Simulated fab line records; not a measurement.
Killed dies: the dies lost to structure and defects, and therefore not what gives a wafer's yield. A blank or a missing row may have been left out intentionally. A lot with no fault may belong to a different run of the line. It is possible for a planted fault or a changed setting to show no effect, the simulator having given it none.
Comparing a struck lot with a sound one    flow gf180mcu    14 out of 602 route steps
Sound: these wafers, L776.2, L776.4, L776.6. The struck wafers were L786.1, L786.3, L786.6. The cause is given at the end.
At each step with rows: each side's tool, then ch and its chambers, then its first start. Under that, the readings that differ: sound wafers    struck wafers    difference of the means    sigmas: that difference in standard deviations of wafers without a fault.
alike: words and numbers the same on both sides, and readings whose means are apart by under 2 such deviations; not compared: readings that were withheld, readings missing a value for some wafer, numbers with overlapping values and no deviation given by the record, and bounds like >300 which may hide the same value.
A row with sigmas, a row that says differs or no value, or rows on one side alone: a step with any of these is where the two part. When numbers do not overlap yet have no deviation, they are printed without sigmas and do not part them. A reading missing from all wafers of one side parts the sides only when that side holds two or more wafers.

GF_PSD_STRIP_10: strips in O2/N2.
  sound on plasma-asher-01 ch 0,1, day 14 19:35; struck on plasma-asher-04 ch 0,1, day 18 07:29
  alike: drypump-motor-current-A, heater-power-w, oes-product-au, strip-time-to-endpoint-s
  not compared: rf-hours-counter-h
GF_PSD_TW_MEAS_11:
  sound on film-metro-01, day 14 19:42; struck on film-metro-01, day 18 07:35
  alike: PSD_TW
then, 1 step without rows for these wafers: GF_PSD_CLEAN_12 (cleans in SC1/SC2, time 150 s).
GF_PSD_RTA_13: time 20 s.
  sound on rtp-anneal-02 ch 0, day 14 19:49; struck on rtp-anneal-01 ch 0, day 18 07:42
reading             sound     struck    difference  sigmas
lamp-power-pct (%)  34 34 34  41 41 41  +7          +2
  alike: wafer_temp_C_max
GF_PSD_RS_MEAS_14: uses a four-point probe to measure.
  sound on film-metro-04, day 14 19:54; struck on film-metro-02, day 18 07:47
  alike: NSD_RS
GF_PSD_RS_MEAS_15: uses a four-point probe to measure.
  sound on film-metro-04, day 14 20:01; struck on film-metro-02, day 18 07:54
  alike: PSD_RS
GF_SAB_CVD_00: deposits SiO2 from TEOS, target thk 50 nm, time 4.9302 s.
  sound on pecvd-04 ch 0,1, day 14 20:07; struck on pecvd-04 ch 0,1,2, day 18 08:01
  alike: heater-power-outer-w, heater-power-w, rf-fwd-power-W
GF_SAB_THK_MEAS_01:
  sound on film-metro-02, day 14 20:09; struck on film-metro-03, day 18 08:02
  alike: SAB_CVD_00_THK
then, 4 steps without rows for these wafers: GF_SAB_DEHYDRATE_02 (time 60 s); GF_SAB_HMDS_03 (prime time 60 s); GF_SAB_COAT_04 (resist thk 1000 nm); GF_SAB_SOFTBAKE_05 (time 60 s).
GF_SAB_EXPOSE_06: exposes mask SAB, target cd 420 nm.
  struck on iline-stepper-01, day 18 20:08; sound on iline-stepper-01 ch 0, day 15 06:34
  no value came back on the struck wafers for exposure-dose-mJ-cm2, focus-offset-nm (nm); on the sound wafers exposure-dose-mJ-cm2 reads 140.01 139.72 139.90
  alike: mask
following that, these wafers have no rows for 1 step: GF_SAB_PEB_07.

== WHERE THEY PART ==
First at GF_PSD_RTA_13; last, within this record, at GF_SAB_EXPOSE_06.

WHY: what the simulator had put in
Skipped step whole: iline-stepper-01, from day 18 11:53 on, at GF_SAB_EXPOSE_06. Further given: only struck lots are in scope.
